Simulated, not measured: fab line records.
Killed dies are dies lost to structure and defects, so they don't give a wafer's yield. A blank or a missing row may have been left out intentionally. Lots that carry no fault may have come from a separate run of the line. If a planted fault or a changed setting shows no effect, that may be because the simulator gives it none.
Which of the tools did it? -- flow sky130 -- 13 lots, 39 wafers sampled, at 4 steps of a route of 708

## WHAT THE GAUGES SHOWED, per wafer
SKY_VIA1_RS_MEAS_22: measures by four-point-probe.
lot,measured,on,VIA1_W_RS (ohm/sq)
L914,day 33 19:53,film_metro-01,0.421 0.414 0.416
L916,day 34 17:23,film_metro-01,0.420 0.420 0.420
L918,day 35 01:47,film_metro-02,0.417 0.424 0.422
L920,day 36 04:04,film_metro-01,0.417 0.414 0.417
L922,day 36 16:03,film_metro-03,0.429 0.428 0.430
L923,day 37 04:33,film_metro-02,0.426 0.423 0.422
L927,day 38 07:04,film_metro-01,0.421 0.423 0.418
L928,day 38 15:41,film_metro-03,0.418 0.418 0.419
L930,day 39 04:40,film_metro-03,0.422 0.425 0.426
L932,day 39 12:29,film_metro-03,0.418 0.429 0.423
L933,day 40 07:32,film_metro-02,0.418 0.421 0.424
L935,day 40 10:13,film_metro-03,0.423 0.430 0.424
L934,day 40 18:22,film_metro-03,0.423 0.421 0.417

SKY_METAL2_OVL_MEAS_16.
lot,measured,on,METAL2_OVL (nm)
L914,day 34 22:01,overlay-01,3 2 3
L916,day 35 19:50,overlay-02,-3 -11 -4
L918,day 36 05:19,overlay-02,-3 -3 -8
L920,day 37 07:04,overlay-02,-3 -6 -1
L922,day 37 18:24,overlay-01,-1 3 -5
L923,day 38 06:33,overlay-02,-5 1 2
L927,day 39 09:14,overlay-01,-4 -2 1
L928,day 39 17:04,overlay-02,1 5 7
L930,day 40 06:19,overlay-01,-8 -5 -4
L932,day 40 14:26,overlay-02,2 0 12
L933,day 41 08:15,overlay-01,-2 1 3
L935,day 41 11:06,overlay-02,-4 -11 -12
L934,day 41 18:35,overlay-02,2 0 -2

## TOOL THAT RAN EACH LOT (tool first, then ch and the chambers of the sampled wafers, then the start)
lot,SKY_VIA1_SPUTTER_20,SKY_METAL2_DEVELOP_14
L914,"pvd_sputter-01, day 33 19:43","litho_track-01 ch 0, day 34 21:00"
L916,"pvd_sputter-02, day 34 17:14","litho_track-04 ch 0, day 35 19:00"
L918,"pvd_sputter-01, day 35 01:37","litho_track-01 ch 0, day 36 05:00"
L920,"pvd_sputter-02, day 36 03:55","litho_track-01 ch 0, day 37 06:00"
L922,"pvd_sputter-01, day 36 15:52","litho_track-03 ch 0, day 37 18:00"
L923,"pvd_sputter-02, day 37 04:23","litho_track-03 ch 0, day 38 06:00"
L927,"pvd_sputter-01, day 38 06:55","litho_track-04 ch 0, day 39 08:00"
L928,"pvd_sputter-02, day 38 15:32","litho_track-01 ch 0, day 39 16:00"
L930,"pvd_sputter-01, day 39 04:30","litho_track-01 ch 0, day 40 06:00"
L932,"pvd_sputter-03, day 39 12:20","litho_track-04 ch 0, day 40 14:00"
L933,"pvd_sputter-03, day 40 07:22","litho_track-03 ch 0, day 41 07:00"
L935,"pvd_sputter-03, day 40 10:04","litho_track-03 ch 0, day 41 10:00"
L934,"pvd_sputter-03, day 40 18:13","litho_track-04 ch 0, day 41 18:00"
- SKY_VIA1_SPUTTER_20: material TiN, target thk 20 nm, time 80 s.
- SKY_METAL2_DEVELOP_14: develop time 60 s.

## AS READ BY THE TOOLS THEMSELVES (means over the sampled wafers that have a number; for cases with no such wafer, the mark the record gives instead)
SKY_VIA1_SPUTTER_20.
lot,tool,throttle_valve_pct (%)
L914,pvd_sputter-01,30.4
L916,pvd_sputter-02,30.8
L918,pvd_sputter-01,29.6
L920,pvd_sputter-02,30.6
L922,pvd_sputter-01,30.4
L923,pvd_sputter-02,30.9
L927,pvd_sputter-01,30.4
L928,pvd_sputter-02,31.3
L930,pvd_sputter-01,28.9
L932,pvd_sputter-03,30.0
L933,pvd_sputter-03,30.0
L935,pvd_sputter-03,29.9
L934,pvd_sputter-03,29.8

SKY_METAL2_DEVELOP_14.
lot,tool,developer_temp_C (C)
L914,litho_track-01,21.11
L916,litho_track-04,20.85
L918,litho_track-01,20.95
L920,litho_track-01,21.09
L922,litho_track-03,21.89
L923,litho_track-03,21.91
L927,litho_track-04,21.10
L928,litho_track-01,21.01
L930,litho_track-01,20.87
L932,litho_track-04,21.09
L933,litho_track-03,21.01
L935,litho_track-03,20.89
L934,litho_track-04,20.91

## THE ANSWER, worked out from the rows above alone
Rule: the usual values come from the lots themselves. Put in order of their means at a reading, lots are off if they are a third of the lots or fewer, leave a main group of 4 or more, and stand apart from it by a gap of 3 or more times the standard deviation of the main group's means; of several such gaps the widest counts. A main group whose means are all the same, to the digits that the tables above print for the reading, isn't used. Also off: a lot with no number at a reading for which 4 or more lots have one. Any other lot the step has rows for is counted as sound. Order of review: gauges by route order, followed by the tools' own readings, for which a lot's mean as printed above is used. At the first step where some lot is off, the reading lying furthest off is the one used; lots without a number count as furthest.
Off: L922, L923, at SKY_METAL2_DEVELOP_14 (developer_temp_C). Main group: mean 20.99 C, sd 0.095.
If a tool, at that step or one of the process steps before it, ran each lot that is off and ran no sound lot following the first of them, it fits. None of those tried fits.

## WHAT HAD BEEN PUT IN BY THE SIMULATOR
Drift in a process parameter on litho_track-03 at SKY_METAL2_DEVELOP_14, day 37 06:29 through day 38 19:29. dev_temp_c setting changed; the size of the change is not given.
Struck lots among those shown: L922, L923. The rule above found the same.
